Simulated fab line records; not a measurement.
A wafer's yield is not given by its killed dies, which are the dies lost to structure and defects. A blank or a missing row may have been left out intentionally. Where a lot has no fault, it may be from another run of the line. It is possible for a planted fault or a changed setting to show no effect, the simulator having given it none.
fab line records -- flow gf180mcu
record: lots: 11, wafers: 33, last_day: 34
route steps=602 shown V1@336 M2@364
lots untouched by any fault: they come from a run of this same line in which no faults occurred
start_h: hours from the record's opening day to when the first of the lot's shown wafers began -- wait_h: hours from the lot's prior step to this one -- " unchanged from the row above -- L1.1+2: one row covering several wafers at once -- - no value, or no start given -- * or withheld: withheld -- < > ~ a bound
route shown NAME@n: names a module that has steps shown in the file, with the first one's number in the route -- usual: mean/standard deviation taken from wafers without a fault -- same: alike in all rows -- chamber/n: place in a boat -- sites: each site's reading -- _std_site: how widely they spread, as a standard deviation -- _edge_site: outer sites' mean less inner sites' -- radius_mm: how far each site lies from the wafer's centre -- mask NAME#n: copy n -- behind: the tool/chamber that last shaped the wafer -- hold: why the lot went on hold/how many hours it stayed there/how the hold came to an end -- device: transistor that didn't switch, given as n, p or np -- end of line: the tests these same wafers got at the end of their route -- for a step that has no rows: nothing shown but its recipe -- killed: dies lost to structure and defects at the first sort, not the wafer's yield -- map: a wafer's dies, marking killed ones x, the rest . and places with no die _
set.NAME: the setting the step ran with; set.NAME@STEP: the setting that earlier step ran with -- model.NAME: the simulator's own value behind a step, which no gauge read
the route's steps for a sample of lots (tables are steps, rows are wafers)
services: a tool's chamber out of use, with start hour (start_h, from the record's first day; less than 0 if before it), hours out, and reason
== steps ==
step: GF_V1_THK_MEAS_01
recipe: reads: SiO2_of_V1_CVD_00
usual: V1_CVD_00_THK: 600/5.7
lot.wafer,tool,chamber,start_h,wait_h,V1_CVD_00_THK[nm]
L575.2,film_metro-03,-,395.78,0.0,605
L575.4,film_metro-03,-,395.78,0.0,606
L575.5,film_metro-03,-,395.78,0.0,597
L579.2,film_metro-01,-,425.90,0.0,601
L579.3,film_metro-01,-,425.90,0.0,600
L579.5,film_metro-01,-,425.90,0.0,607
L580.1,film_metro-03,-,435.09,0.0,603
L580.3,film_metro-03,-,435.09,0.0,597
L580.5,film_metro-03,-,435.09,0.0,606
L581.1,film_metro-01,-,445.19,0.0,601
L581.2,film_metro-01,-,445.19,0.0,599
L581.4,film_metro-01,-,445.19,0.0,607
L582.3,film_metro-03,-,447.05,0.1,599
L582.4,film_metro-03,-,447.05,0.1,599
L582.6,film_metro-03,-,447.05,0.1,599
L583.1,film_metro-03,-,455.40,0.0,602
L583.3,film_metro-03,-,455.40,0.0,603
L583.6,film_metro-03,-,455.40,0.0,607
L588.2,film_metro-04,-,509.76,0.0,610
L588.4,film_metro-04,-,509.76,0.0,596
L588.6,film_metro-04,-,509.76,0.0,600
L591.1,film_metro-01,-,531.71,0.0,598
L591.2,film_metro-01,-,531.71,0.0,606
L591.5,film_metro-01,-,531.71,0.0,600
L593.1,film_metro-03,-,548.40,0.0,610
L593.2,film_metro-03,-,548.40,0.0,599
L593.4,film_metro-03,-,548.40,0.0,599
L594.1,film_metro-03,-,556.98,0.0,603
L594.2,film_metro-03,-,556.98,0.0,607
L594.3,film_metro-03,-,556.98,0.0,610
L595.1,film_metro-03,-,563.46,0.0,611
L595.5,film_metro-03,-,563.46,0.0,600
L595.6,film_metro-03,-,563.46,0.0,601
step: GF_V1_OVL_MEAS_15
usual: V1_OVL: -3/4.8
lot.wafer,tool,chamber,start_h,wait_h,V1_OVL[nm]
L575.2,overlay-01,-,419.14,0.1,-5
L575.4,overlay-01,-,419.14,0.1,-3
L575.5,overlay-01,-,419.14,0.1,-7
L579.2,overlay-02,-,451.19,0.1,-8
L579.3,overlay-02,-,451.19,0.1,-3
L579.5,overlay-02,-,451.19,0.1,2
L580.1,overlay-01,-,460.33,0.1,-9
L580.3,overlay-01,-,460.33,0.1,-10
L580.5,overlay-01,-,460.33,0.1,-8
L581.1,overlay-02,-,470.43,0.1,2
L581.2,overlay-02,-,470.43,0.1,-1
L581.4,overlay-02,-,470.43,0.1,4
L582.3,overlay-01,-,471.74,0.1,-6
L582.4,overlay-01,-,471.74,0.1,-6
L582.6,overlay-01,-,471.74,0.1,-3
L583.1,overlay-02,-,480.04,0.1,3
L583.3,overlay-02,-,480.04,0.1,-3
L583.6,overlay-02,-,480.04,0.1,7
L588.2,overlay-02,-,532.94,0.1,-11
L588.4,overlay-02,-,532.94,0.1,-2
L588.6,overlay-02,-,532.94,0.1,-7
L591.1,overlay-01,-,555.13,0.1,-3
L591.2,overlay-01,-,555.13,0.1,-2
L591.5,overlay-01,-,555.13,0.1,-7
L593.1,overlay-02,-,571.23,0.1,4
L593.2,overlay-02,-,571.23,0.1,-6
L593.4,overlay-02,-,571.23,0.1,-5
L594.1,overlay-02,-,578.98,0.1,2
L594.2,overlay-02,-,578.98,0.1,6
L594.3,overlay-02,-,578.98,0.1,2
L595.1,overlay-01,-,586.38,0.1,2
L595.5,overlay-01,-,586.38,0.1,-3
L595.6,overlay-01,-,586.38,0.1,-1
step: GF_V1_ETCH_16
recipe: chemistry: N2/H2, target_depth_a: withheld, overetch_a: withheld, time_s: withheld, target: BARC, ion_energy_ev: 200, source_w: 500, bias_w: 100, pressure_mtorr: 30, n2_flow_sccm: 100, h2_flow_sccm: 200
usual: drypump_motor_current_A: 5.6/0.39, oes_product_au: 0.856/0.0046, throttle_valve_pct: 13.224/0.0088
lot.wafer,tool,chamber,start_h,wait_h,drypump_motor_current_A,oes_product_au,throttle_valve_pct
L575.2,rie_diel-02,2,419.17,0.0,6.2,0.857,13.225
L575.4,rie_diel-02,0,419.17,0.0,5.5,0.857,13.233
L575.5,rie_diel-02,1,419.17,0.0,6.2,0.858,13.229
L579.2,rie_diel-03,2,451.22,0.0,5.5,0.859,13.221
L579.3,rie_diel-03,0,451.22,0.0,6.1,0.858,13.221
L579.5,rie_diel-03,1,451.22,0.0,5.7,0.857,13.220
L580.1,rie_diel-04,3,460.37,0.0,5.3,0.855,13.234
L580.3,rie_diel-04,2,460.37,0.0,5.2,0.854,13.205
L580.5,rie_diel-04,1,460.37,0.0,5.8,0.861,13.219
L581.1,rie_diel-03,1,470.47,0.0,5.7,0.852,13.235
L581.2,rie_diel-03,0,470.47,0.0,6.0,0.848,13.226
L581.4,rie_diel-03,2,470.47,0.0,5.5,0.852,13.230
L582.3,rie_diel-04,3,471.77,0.0,5.4,0.857,13.236
L582.4,rie_diel-04,1,471.77,0.0,5.7,0.850,13.226
L582.6,rie_diel-04,1,471.77,0.0,5.8,0.856,13.204
L583.1,rie_diel-04,1,480.07,0.0,5.8,0.861,13.241
L583.3,rie_diel-04,2,480.07,0.0,5.2,0.861,13.209
L583.6,rie_diel-04,0,480.07,0.0,5.0,0.849,13.228
L588.2,rie_diel-04,2,532.97,0.0,5.2,0.865,13.220
L588.4,rie_diel-04,1,532.97,0.0,5.8,0.856,13.227
L588.6,rie_diel-04,1,532.97,0.0,5.8,0.857,13.230
L591.1,rie_diel-03,3,555.17,0.0,5.6,0.856,13.213
L591.2,rie_diel-03,2,555.17,0.0,5.5,0.860,13.238
L591.5,rie_diel-03,0,555.17,0.0,6.0,0.862,13.216
L593.1,rie_diel-04,2,571.27,0.0,5.2,0.853,13.221
L593.2,rie_diel-04,0,571.27,0.0,5.0,0.865,13.227
L593.4,rie_diel-04,3,571.27,0.0,5.4,0.852,13.215
L594.1,rie_diel-03,3,579.02,0.0,5.7,0.852,13.231
L594.2,rie_diel-03,2,579.02,0.0,5.5,0.848,13.223
L594.3,rie_diel-03,0,579.02,0.0,6.1,0.854,13.220
L595.1,rie_diel-04,1,586.42,0.0,5.8,0.856,13.220
L595.5,rie_diel-04,1,586.42,0.0,5.7,0.858,13.224
L595.6,rie_diel-04,0,586.42,0.0,5.0,0.857,13.219
step: GF_M2_SPUTTER_02
recipe: material: AlCu, target_thk_nm: 450, power_w: 10600, time_s: 23.9, chamber_pressure_pa: 0.4
usual: throttle_valve_pct: 29.7/1.2
lot.wafer,tool,chamber,start_h,wait_h,throttle_valve_pct
L575.2,pvd_sputter-01,-,420.69,0.0,29.9
L575.4,pvd_sputter-01,-,420.69,0.0,27.8
L575.5,pvd_sputter-01,-,420.69,0.0,29.2
L579.2,pvd_sputter-01,-,452.70,0.0,29.2
L579.3,pvd_sputter-01,-,452.70,0.0,29.7
L579.5,pvd_sputter-01,-,452.70,0.0,29.4
L580.1,pvd_sputter-01,-,462.00,0.0,28.1
L580.3,pvd_sputter-01,-,462.00,0.0,29.1
L580.5,pvd_sputter-01,-,462.00,0.0,28.2
L581.1,pvd_sputter-01,-,472.11,0.0,29.3
L581.2,pvd_sputter-01,-,472.11,0.0,28.1
L581.4,pvd_sputter-01,-,472.11,0.0,30.1
L582.3,pvd_sputter-03,-,473.27,0.0,29.1
L582.4,pvd_sputter-03,-,473.27,0.0,32.5
L582.6,pvd_sputter-03,-,473.27,0.0,28.3
L583.1,pvd_sputter-03,-,481.59,0.0,28.5
L583.3,pvd_sputter-03,-,481.59,0.0,30.3
L583.6,pvd_sputter-03,-,481.59,0.0,30.8
L588.2,pvd_sputter-01,-,534.66,0.0,29.7
L588.4,pvd_sputter-01,-,534.66,0.0,29.2
L588.6,pvd_sputter-01,-,534.66,0.0,27.7
L591.1,pvd_sputter-01,-,556.67,0.0,30.0
L591.2,pvd_sputter-01,-,556.67,0.0,29.4
L591.5,pvd_sputter-01,-,556.67,0.0,30.0
L593.1,pvd_sputter-02,-,572.76,0.0,29.2
L593.2,pvd_sputter-02,-,572.76,0.0,29.3
L593.4,pvd_sputter-02,-,572.76,0.0,29.4
L594.1,pvd_sputter-03,-,580.51,0.0,29.0
L594.2,pvd_sputter-03,-,580.51,0.0,30.7
L594.3,pvd_sputter-03,-,580.51,0.0,28.3
L595.1,pvd_sputter-03,-,587.92,0.0,32.4
L595.5,pvd_sputter-03,-,587.92,0.0,32.4
L595.6,pvd_sputter-03,-,587.92,0.0,28.3
step: GF_M2_RS_MEAS_05
recipe: thk_meas_gauge: four-point-probe, reads: TiN_of_M2_SPUTTER_04+Ti_of_M2_SPUTTER_03+AlCu_of_M2_SPUTTER_02+TiN_of_M2_SPUTTER_01+Ti_of_M2_SPUTTER_00
usual: M2_ALCU_RS: 0.0691/0.00078
lot.wafer,tool,chamber,start_h,wait_h,M2_ALCU_RS[ohm/sq]
L575.2,film_metro-03,-,420.80,0.0,0.0694
L575.4,film_metro-03,-,420.80,0.0,0.0697
L575.5,film_metro-03,-,420.80,0.0,0.0697
L579.2,film_metro-03,-,452.81,0.0,0.0694
L579.3,film_metro-03,-,452.81,0.0,0.0687
L579.5,film_metro-03,-,452.81,0.0,0.0693
L580.1,film_metro-02,-,462.09,0.0,0.0696
L580.3,film_metro-02,-,462.09,0.0,0.0688
L580.5,film_metro-02,-,462.09,0.0,0.0693
L581.1,film_metro-03,-,472.20,0.0,0.0694
L581.2,film_metro-03,-,472.20,0.0,0.0708
L581.4,film_metro-03,-,472.20,0.0,0.0691
L582.3,film_metro-04,-,473.40,0.1,0.0695
L582.4,film_metro-04,-,473.40,0.1,0.0689
L582.6,film_metro-04,-,473.40,0.1,0.0691
L583.1,film_metro-04,-,481.68,0.0,0.0690
L583.3,film_metro-04,-,481.68,0.0,0.0691
L583.6,film_metro-04,-,481.68,0.0,0.0684
L588.2,film_metro-03,-,534.77,0.0,0.1061
L588.4,film_metro-03,-,534.77,0.0,0.1089
L588.6,film_metro-03,-,534.77,0.0,0.1096
L591.1,film_metro-04,-,556.76,0.0,0.1071
L591.2,film_metro-04,-,556.76,0.0,0.1081
L591.5,film_metro-04,-,556.76,0.0,0.1063
L593.1,film_metro-02,-,572.85,0.0,0.0681
L593.2,film_metro-02,-,572.85,0.0,0.0687
L593.4,film_metro-02,-,572.85,0.0,0.0677
L594.1,film_metro-03,-,580.60,0.0,0.0683
L594.2,film_metro-03,-,580.60,0.0,0.0675
L594.3,film_metro-03,-,580.60,0.0,0.0683
L595.1,film_metro-02,-,588.01,0.0,0.0693
L595.5,film_metro-02,-,588.01,0.0,0.0693
L595.6,film_metro-02,-,588.01,0.0,0.0690
step: GF_M2_THK_MEAS_06
recipe: thk_meas_gauge: xrf, reads: AlCu_of_M2_SPUTTER_02
usual: M2_ALCU_THK: 444/5.5
lot.wafer,tool,chamber,start_h,wait_h,M2_ALCU_THK[nm]
L575.2,film_metro-03,-,420.91,0.1,441
L575.4,film_metro-03,-,420.91,0.1,440
L575.5,film_metro-03,-,420.91,0.1,438
L579.2,film_metro-03,-,452.92,0.1,442
L579.3,film_metro-03,-,452.92,0.1,448
L579.5,film_metro-03,-,452.92,0.1,443
L580.1,film_metro-02,-,462.21,0.1,439
L580.3,film_metro-02,-,462.21,0.1,444
L580.5,film_metro-02,-,462.21,0.1,441
L581.1,film_metro-03,-,472.32,0.1,439
L581.2,film_metro-03,-,472.32,0.1,432
L581.4,film_metro-03,-,472.32,0.1,442
L582.3,film_metro-04,-,473.50,0.1,445
L582.4,film_metro-04,-,473.50,0.1,447
L582.6,film_metro-04,-,473.50,0.1,446
L583.1,film_metro-04,-,481.80,0.1,446
L583.3,film_metro-04,-,481.80,0.1,445
L583.6,film_metro-04,-,481.80,0.1,450
L588.2,film_metro-03,-,534.88,0.1,291
L588.4,film_metro-03,-,534.88,0.1,282
L588.6,film_metro-03,-,534.88,0.1,281
L591.1,film_metro-04,-,556.88,0.1,289
L591.2,film_metro-04,-,556.88,0.1,288
L591.5,film_metro-04,-,556.88,0.1,291
L593.1,film_metro-02,-,572.97,0.1,445
L593.2,film_metro-02,-,572.97,0.1,443
L593.4,film_metro-02,-,572.97,0.1,450
L594.1,film_metro-03,-,580.72,0.1,448
L594.2,film_metro-03,-,580.72,0.1,453
L594.3,film_metro-03,-,580.72,0.1,449
L595.1,film_metro-02,-,588.13,0.1,441
L595.5,film_metro-02,-,588.13,0.1,445
L595.6,film_metro-02,-,588.13,0.1,442
step: GF_M2_METAL_ETCH_16
recipe: chemistry: Cl2/BCl3, mask_material: KrF, target_depth_nm: 627.5, stop_on: SiO2, pressure_mtorr: 8, icp_w: 800, bias_w: 140, Cl2_flow_sccm: 80, bcl3_flow_sccm: 40, time_s: 104.6
usual: drypump_motor_current_A: 5.42/0.21, oes_product_au: 0.974/0.0067, throttle_valve_pct: 28.247/0.0097
lot.wafer,tool,chamber,start_h,wait_h,drypump_motor_current_A,oes_product_au,rf_hours_counter_h,throttle_valve_pct
L575.2,rie_metal-01,1,445.37,0.0,5.58,0.971,4,28.265
L575.4,rie_metal-01,1,445.37,0.0,5.59,0.970,-,28.249
L575.5,rie_metal-01,0,445.37,0.0,5.03,0.965,-,28.244
L579.2,rie_metal-02,1,477.55,0.1,5.60,0.971,-,28.250
L579.3,rie_metal-02,1,477.55,0.1,5.63,0.982,-,28.242
L579.5,rie_metal-02,1,477.55,0.1,5.61,0.972,-,28.242
L580.1,rie_metal-03,1,486.17,0.0,5.46,0.975,8,28.245
L580.3,rie_metal-03,0,486.17,0.0,5.21,0.979,-,28.247
L580.5,rie_metal-03,1,486.17,0.0,5.46,0.969,-,28.245
L581.1,rie_metal-01,1,496.17,0.0,5.55,0.968,5,28.243
L581.2,rie_metal-01,0,496.17,0.0,5.04,0.964,11,28.251
L581.4,rie_metal-01,0,496.17,0.0,5.02,0.972,-,28.251
L582.3,rie_metal-03,1,498.11,0.1,5.45,0.970,-,28.258
L582.4,rie_metal-03,0,498.11,0.1,5.25,0.979,-,28.251
L582.6,rie_metal-03,1,498.11,0.1,5.46,0.970,-,28.244
L583.1,rie_metal-02,1,505.31,0.0,5.59,0.972,1,28.247
L583.3,rie_metal-02,0,505.31,0.0,5.60,0.979,-,28.246
L583.6,rie_metal-02,0,505.31,0.0,5.61,0.970,-,28.239
L588.2,rie_metal-03,1,557.46,0.0,5.45,0.830,10,28.414
L588.4,rie_metal-03,0,557.46,0.0,5.24,0.817,-,28.431
L588.6,rie_metal-03,1,557.46,0.0,5.44,0.807,-,28.422
L591.1,rie_metal-02,1,578.46,0.0,5.60,0.818,3,28.419
L591.2,rie_metal-02,0,578.46,0.0,5.58,0.817,2,28.416
L591.5,rie_metal-02,1,578.46,0.0,5.61,0.828,-,28.405
L593.1,rie_metal-01,0,594.11,0.0,5.02,0.985,1,28.243
L593.2,rie_metal-01,1,594.11,0.0,5.58,0.978,8,28.246
L593.4,rie_metal-01,1,594.11,0.0,5.55,0.977,-,28.246
L594.1,rie_metal-03,0,602.27,0.0,5.23,0.984,9,28.248
L594.2,rie_metal-03,1,602.27,0.0,5.46,0.982,11,28.239
L594.3,rie_metal-03,0,602.27,0.0,5.24,0.972,-,28.240
L595.1,rie_metal-01,1,609.57,0.0,5.57,0.973,8,28.257
L595.5,rie_metal-01,1,609.57,0.0,5.58,0.969,-,28.256
L595.6,rie_metal-01,0,609.57,0.0,5.06,0.974,-,28.251
== services ==
tool,chamber,start_h,hours,kind
rie_diel-03,2,398.29,4.2,repair
rie_diel-04,3,398.38,5.2,repair
rie_metal-02,1,436.55,11.7,repair
rie_diel-02,-,439.68,2.8,pm
rie_diel-02,2,442.60,15.6,repair
rie_diel-02,0,456.76,16.4,repair
rie_diel-03,0,456.91,1.3,repair
rie_diel-04,0,465.32,4.2,repair
rie_diel-02,1,468.22,3.5,repair
rie_metal-02,-,489.41,1.4,pm
rie_diel-04,-,490.00,2.8,pm
rie_diel-03,1,500.79,3.7,repair
rie_diel-03,2,501.11,2.1,repair
rie_diel-03,0,522.86,4.8,repair
rie_diel-03,0,539.29,2.9,repair
rie_metal-02,1,539.90,9.5,repair
rie_metal-03,-,545.42,2.8,pm
rie_diel-04,2,545.66,12.1,repair
rie_diel-04,0,547.66,6.3,repair
rie_metal-02,0,555.71,13.2,repair
rie_diel-04,2,578.51,10.1,repair
rie_diel-03,2,600.98,5.8,repair
rie_diel-04,3,607.38,12.5,repair
pvd_sputter-01,-,608.73,1.3,repair
== key ==
first_sign: step: GF_M2_RS_MEAS_05, reading: M2_ALCU_RS, direction: up, sigmas: 49, usual: 0.0691, struck: 0.1077
effect: step: GF_M2_THK_MEAS_06, reading: M2_ALCU_THK, direction: down, sigmas: 28, usual: 444, struck: 287
effect: step: GF_M2_METAL_ETCH_16, reading: oes_product_au, direction: down, sigmas: 23, usual: 0.974, struck: 0.820
met_at GF_M2_SPUTTER_02
struck_lots L588,L591
not_acting_at GF_V1_THK_MEAS_01,GF_V1_OVL_MEAS_15,GF_V1_ETCH_16
onset_between 472.11 534.66
fault: kind: process_parameter_drift, tool: pvd_sputter-01, chamber: -, onset_h: 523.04, steps: GF_M2_SPUTTER_02, channel: target_thk_nm, offset: -156.04, shape: step, end_h: 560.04, acts_in: these_recipes_only, stated: 450
